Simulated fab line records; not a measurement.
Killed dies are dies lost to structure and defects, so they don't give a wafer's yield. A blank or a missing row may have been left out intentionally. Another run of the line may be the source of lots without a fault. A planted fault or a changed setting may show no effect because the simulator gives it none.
One fault through the eyes of 2 desks    flow sky130    each desk holds nothing but its own numbers, with what lay behind them at the end

## FOR THE TOOL OWNER'S DESK: wet_bench-01
The tool's own readings at SKY_NWELL_CLEAN_27 (cleans in SC1/SC2, time 150 s): means of the sampled wafers that have a number, for each lot that ran on this tool. A lot is out of limits, marked OUT, if its mean lies more than 4 standard deviations from the usual mean; the brackets give that distance.
Columns: A = bath_guard_temp_C at SKY_NWELL_CLEAN_27, usual 69.9 C
lot   first seen here  A
L252  day 6 05:22      69.7
L261  day 8 12:58      69.7
This desk found nothing out of limits on any of the 2 lots.

## FROM THE METROLOGY DESK
What the gauges read for every lot (on any tool): the sampled wafers with a number, averaged. A lot is out of limits, marked OUT, if its mean lies more than 4 standard deviations from the usual mean; the brackets give that distance.
Columns: A = CAPM_CVD_00_THK at SKY_CAPM_THK_MEAS_01, usual 15.46 nm; B = CAPM_TIN_RS at SKY_CAPM_RS_MEAS_03, usual 6.89 ohm/sq
lot   first seen here  A      B
L248  day 36 12:08     15.40  6.92
L249  day 36 15:58     15.42  6.81
L250  day 36 19:16     15.46  6.86
L252  day 36 21:16     15.38  6.90
L251  day 37 08:55     15.41  6.97
L253  day 37 12:23     15.35  6.81
L255  day 38 16:52     15.52  6.90
L261  day 40 02:11     15.28  6.91
L264  day 41 02:25     15.66  6.82
L265  day 41 13:05     15.58  6.92
L266  day 41 13:40     15.40  6.95
L269  day 42 10:16     15.42  6.83
L270  day 42 16:40     15.32  6.75
This desk found nothing out of limits on any of the 13 lots.

## PUT TOGETHER
Nothing out of limits was seen by the tool owner's desk.
Metrology desk: nothing out of limits seen.

## WHAT THE SIMULATOR PUT IN
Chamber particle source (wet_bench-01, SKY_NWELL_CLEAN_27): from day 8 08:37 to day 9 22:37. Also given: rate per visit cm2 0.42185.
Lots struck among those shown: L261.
